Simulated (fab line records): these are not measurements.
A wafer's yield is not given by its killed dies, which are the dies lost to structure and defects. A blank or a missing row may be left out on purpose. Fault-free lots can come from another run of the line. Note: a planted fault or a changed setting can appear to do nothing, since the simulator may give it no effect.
What tool caused it? || flow sky130 || 6 lots, 18 wafers sampled, at 3 steps of a route of 708

== WHAT EACH GAUGE READ, for each wafer ==
SKY_POLY_CUT_CD_MEAS_08: target cd 270 nm.
{"lot": "L382", "measured": "day 26 03:55", "on": "cd sem-01", "cd nm (nm)": "266.9 268.4 269.5"}
{"lot": "L386", "measured": "day 26 18:58", "on": "cd sem-02", "cd nm (nm)": "267.7 268.1 270.4"}
{"lot": "L389", "measured": "day 28 06:25", "on": "cd sem-01", "cd nm (nm)": "268.9 270.2 269.8"}
{"lot": "L398", "measured": "day 30 15:38", "on": "cd sem-02", "cd nm (nm)": "270.0 270.4 270.3"}
{"lot": "L402", "measured": "day 31 10:56", "on": "cd sem-02", "cd nm (nm)": "271.1 271.7 271.8"}
{"lot": "L403", "measured": "day 31 19:38", "on": "cd sem-02", "cd nm (nm)": "270.0 269.7 271.3"}

== WHICH TOOL RAN EACH LOT (tool, then ch and the chambers of the sampled wafers, then the start) ==
{"lot": "L382", "SKY_LDD_N_STRIP_16": "plasma asher-02 ch 1, day 19 20:13", "SKY_POLY_CUT_COAT_03": "litho track-02 ch 0, day 25 13:00"}
{"lot": "L386", "SKY_LDD_N_STRIP_16": "plasma asher-01 ch 0,1, day 20 09:51", "SKY_POLY_CUT_COAT_03": "litho track-03 ch 0, day 26 03:00"}
{"lot": "L389", "SKY_LDD_N_STRIP_16": "plasma asher-01 ch 0,1, day 21 23:12", "SKY_POLY_CUT_COAT_03": "litho track-03 ch 0, day 27 15:00"}
{"lot": "L398", "SKY_LDD_N_STRIP_16": "plasma asher-02 ch 0,1, day 24 13:33", "SKY_POLY_CUT_COAT_03": "litho track-03 ch 0, day 30 01:00"}
{"lot": "L402", "SKY_LDD_N_STRIP_16": "plasma asher-01 ch 0,1, day 25 13:17", "SKY_POLY_CUT_COAT_03": "litho track-02 ch 0, day 30 21:00"}
{"lot": "L403", "SKY_LDD_N_STRIP_16": "plasma asher-02 ch 0,1, day 25 17:48", "SKY_POLY_CUT_COAT_03": "litho track-01 ch 0, day 31 05:00"}
- SKY_LDD_N_STRIP_16: strips in O2/N2.
- SKY_POLY_CUT_COAT_03: resist thk 450 nm.

== THE ANSWER, worked out from the rows above alone ==
Rule: the lots themselves supply what counts as usual. The widest of any qualifying gaps counts: lots, ordered by their means at a reading, are off when they make up no more than a third of the lots, leave a main group of 4 or more, and stand apart from it by 3 or more times the standard deviation of that group's means. A main group is skipped when, at the precision printed for the reading in the tables above, its means are all equal. A lot without any number at a reading at which 4 lots or more have one is off too. All remaining lots with rows at the step are treated as sound.
No lot is off on any of the readings shown, so nothing can be concluded from this.

== WHAT WAS PUT IN BY THE SIMULATOR ==
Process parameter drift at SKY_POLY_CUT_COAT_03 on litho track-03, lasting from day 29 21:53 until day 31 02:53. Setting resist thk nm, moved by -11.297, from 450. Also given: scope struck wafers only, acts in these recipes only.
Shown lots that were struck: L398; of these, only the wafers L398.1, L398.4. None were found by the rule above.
